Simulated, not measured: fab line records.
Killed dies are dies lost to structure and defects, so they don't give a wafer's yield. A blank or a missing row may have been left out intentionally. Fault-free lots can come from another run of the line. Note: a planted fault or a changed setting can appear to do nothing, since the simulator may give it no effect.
Split-lot experiment ; flow sfq line ; route with 325 steps; 5 lots, 14 wafers read

== THE SPLIT ITSELF ==
At SFQ_TRILAYER_M4_LITHO_COAT_093 (resist thk 600 nm), the setting resist thk nm was moved away from the recipe's 600 nm on 6 of the 14 wafers read, by +3.2% to +5.2%. For the rest of the wafers, this setting stayed at what the recipe calls for.

The file shows no step between the split and the reading.

== THE READING ==
KrF_of_TRILAYER_M4_LITHO_COAT_093.thk nm (the simulator's own value, which no gauge read), in nm, at SFQ_TRILAYER_M4_BARC_OPEN_METAL_ETCH_123 (etches BARC in O2, target depth 125 nm, time 41.7 s). The file gives no usual value for it. Here, 8 wafers ran the recipe; their average is 524.0 nm with a standard deviation of 2 nm.

wafer;tool, chamber at the split;resist thk nm as run, nm;against the recipe;KrF_of_TRILAYER_M4_LITHO_COAT_093.thk nm, nm;against lot-mates on the recipe
L074.1;litho track-02, 0;600;recipe;525.2;-
L074.3;litho track-02, 0;600;recipe;523.6;-
L074.6;litho track-02, 0;600;recipe;523.2;-
L075.2;litho track-03, 0;600;recipe;522.8;-
L075.5;litho track-03, 0;631.1;+5.2%;553.9;+31.1
L075.6;litho track-03, 0;631.1;+5.2%;555.3;+32.5
L079.3;litho track-01, 0;600;recipe;522.8;-
L079.5;litho track-01, 0;622.4;+3.7%;547.7;+24.9
L079.6;litho track-01, 0;622.4;+3.7%;545.8;+23.0
L083.1;litho track-02, 0;619.5;+3.2%;548.7;+20.1
L083.2;litho track-02, 0;619.5;+3.2%;543.6;+15.0
L083.6;litho track-02, 0;600;recipe;528.6;-
L084.2;litho track-02, 0;600;recipe;521.4;-
L084.5;litho track-02, 0;600;recipe;524.1;-

THE FIT
A straight line over all 14 wafers: KrF_of_TRILAYER_M4_LITHO_COAT_093.thk nm changes by +6.11 nm for each +1% of resist thk nm; r = +0.99; the points scatter about the line by 2.3 nm.
The same after taking each lot's own level away (the mean of its wafers on the recipe; 14 wafers): +6.08 nm for each +1%; r = +0.99; scatter 1.7 nm.
The reading moves by 32 nm for the largest change in resist thk nm, on that fit.
Measured against the standard deviation above, the lots' own levels, which go from 522.75 to 528.60 nm, span 2.9 times it.
Hence the lot-to-lot level has little effect on the slope; both slopes agree.
Check: with one of the wafers moved furthest among these (+5.2%) left out of the fit, the line predicts +31.6 nm for it against its lot-mates. Against them it came out at +31.1 nm.

== THE OTHER SPLITS THESE WAFERS WENT THROUGH ==
These wafers also went through other splits before the reading. Each is held against what the fit with the lots' levels taken away leaves over:
other split on the same wafers;wafers away from the commonest value;r with KrF_of_TRILAYER_M4_LITHO_COAT_093.thk nm (lot level and that fit taken away)
SFQ_TRILAYER_M3_LITHO_COAT_075 resist thk nm;3;-0.13
SFQ_TRILAYER_I3_DEP_PECVD_081 time s;7;-0.40
SFQ_TRILAYER_I3_VIA_LITHO_COAT_090 spin rpm;4;-0.19
SFQ_TRILAYER_M4_DEP_SPUTTER_091 time s;0;-

== THE WHOLE CHAIN: every reading that the file lists as answering this split, in the file's order ==
step;what it does;reading;change (the file's fit);r (the file's)
SFQ_TRILAYER_M4_LITHO_COAT_093;resist thk 600 nm;KrF_of_TRILAYER_M4_LITHO_COAT_093.thk nm (the simulator's own value, which no gauge read);+6.04 nm for each +1% of the setting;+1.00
SFQ_TRILAYER_M4_BARC_OPEN_METAL_ETCH_123;etches BARC in O2, target depth 125 nm, time 41.7 s;KrF_of_TRILAYER_M4_LITHO_COAT_093.thk nm (the simulator's own value, which no gauge read);+6.06 nm for each +1% of the setting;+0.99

== THE FILE'S OWN FIT ==
KrF_of_TRILAYER_M4_LITHO_COAT_093.thk nm changes by +6.06 nm for each +1% of resist thk nm, r = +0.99.
